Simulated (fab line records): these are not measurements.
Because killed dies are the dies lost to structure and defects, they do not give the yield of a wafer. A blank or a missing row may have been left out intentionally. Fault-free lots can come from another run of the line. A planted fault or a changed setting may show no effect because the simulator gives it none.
Comparing a struck lot with a sound one -- flow sky130 -- 16 out of 708 route steps
Sound: the wafers L399.3, L399.4, L399.6. The struck wafers were L404.1, L404.3, L404.4. At the end, the cause is stated.
Order at every step that has rows: each side's tool, ch and its chambers, its first start. Under that, the readings that differ: sound wafers -- struck wafers -- difference of the means -- sigmas: that difference in standard deviations of wafers without a fault.
alike: words and numbers the same on both sides, and readings whose means are apart by under 2 such deviations; not compared: readings that were withheld, readings missing a value for some wafer, numbers with overlapping values and no deviation given by the record, and bounds like >300 which may hide the same value.
A row with sigmas, a row that says differs or no value, or rows on one side alone: a step with any of these is where the two part. Numbers that don't overlap but have no deviation are shown without sigmas and don't part them. A reading that every wafer of one side lacks parts them only if that side has two wafers or more.

first, 5 steps without rows for these wafers: SKY_POLY_GATE_COAT_08 (resist thk 450 nm); SKY_POLY_GATE_SOFTBAKE_09 (time 90 s); SKY_POLY_GATE_EXPOSE_10 (exposes mask P1M, target cd 150 nm); SKY_POLY_GATE_PEB_11; SKY_POLY_GATE_DEVELOP_12 (develop time 60 s).
SKY_POLY_GATE_CD_MEAS_13: target cd 150 nm.
  struck on cd_sem-02, day 20 01:17; sound on cd_sem-02, day 18 11:44
  alike: cd_nm
SKY_POLY_GATE_OVL_MEAS_14:
  struck on overlay-02, day 20 01:25; sound on overlay-02, day 18 11:49
  alike: POLY_GATE_OVL
SKY_POLY_GATE_ETCH_15: etches BARC in N2/H2, stops on SiO2, time 118.5 s, target depth 110 nm.
  sound on rie_diel-01 ch 0,2,3, day 18 11:50; struck on rie_diel-01 ch 0,1,3, day 20 01:27
  alike: drypump_motor_current_A, oes_product_au, throttle_valve_pct
  not compared: rf_hours_counter_h
SKY_POLY_GATE_ETCH_16: etches Si3N4 in CH3F/O2, stops on poly-Si, time 147.5 s, target depth 75 nm.
  sound on rie_diel-01 ch 0,2,3, day 18 11:55; struck on rie_diel-01 ch 0,1,3, day 20 01:32
  alike: drypump_motor_current_A, oes_product_au, throttle_valve_pct
  not compared: rf_hours_counter_h
SKY_POLY_GATE_ETCH_17: etches poly-Si in HBr/Cl2, stops on SiO2, target depth 180 nm, time 70.5 s.
  sound on rie_si-02 ch 0,1,3, day 18 12:01; struck on rie_si-01 ch 0,1,3, day 20 01:38
  alike: drypump_motor_current_A, oes_product_au, throttle_valve_pct
  not compared: rf_hours_counter_h
SKY_POLY_GATE_STRIP_18: strips in O2/N2.
  sound on plasma_asher-02 ch 0,1, day 18 12:07; struck on plasma_asher-03 ch 0,1, day 20 01:41
  alike: drypump_motor_current_A, oes_product_au, strip_time_to_endpoint_s
  not compared: rf_hours_counter_h
then, 1 step without rows for these wafers: SKY_POLY_GATE_CLEAN_19 (cleans in SC1/SC2, time 150 s).
SKY_POLY_GATE_OXIDATION_20: stabilise 600 s, purge 300 s, target thk 4 nm.
  sound on furnace-01 ch 0, day 18 20:28; struck on furnace-02 ch 0, day 20 01:53
reading,sound,struck,difference,sigmas
model.SiO2_of_POLY_GATE_OXIDATION_20.thk_nm (nm),4.054 4.022 4.003,4.652 4.656 4.671,+0.633,
  alike: spike_tc_lower_C
SKY_POLY_GATE_THK_MEAS_21:
  struck on film_metro-04, day 20 03:08; sound on film_metro-01, day 18 21:44
reading,sound,struck,difference,sigmas
POLY_GATE_OXIDATION_THK (nm),4.04 4.00 4.03,4.70 4.67 4.70,+0.67,+8
SKY_POLY_GATE_CD_MEAS_22:
  struck on cd_sem-02, day 20 03:11; sound on cd_sem-02, day 18 21:50
  alike: cd_nm
-- the record jumps here: 28 days lie between the struck wafers' starts before and after (it left off in module POLY_GATE and takes up again in module PAD_OPEN, whose first step shown is number 708 of the route) --
SKY_PAD_OPEN_PROBE_99:
  struck on prober-01, day 48 11:56; sound on prober-02, day 47 16:26
reading,sound,struck,difference,sigmas
model.etest.tip_sonos.rs_ohm_sq,2768 2761 2742,2894 2796 2867,+95,
model.etest.tip_n.rs_ohm_sq,438.7 439.5 437.4,451.5 449.2 454.5,+13.2,
  alike: killed_at_M0_to_M3, killed_at_M4_up, killed_at_contacts, killed_at_front_end, killed_at_other, killed_dies, killed_on_rim, killed_open, killed_short

## WHERE THEY PART
Only at SKY_POLY_GATE_THK_MEAS_21, as far as this record shows. Later steps at which nothing parts them and some readings are alike: SKY_POLY_GATE_CD_MEAS_22, SKY_PAD_OPEN_PROBE_99.

WHY: what had been put in by the simulator
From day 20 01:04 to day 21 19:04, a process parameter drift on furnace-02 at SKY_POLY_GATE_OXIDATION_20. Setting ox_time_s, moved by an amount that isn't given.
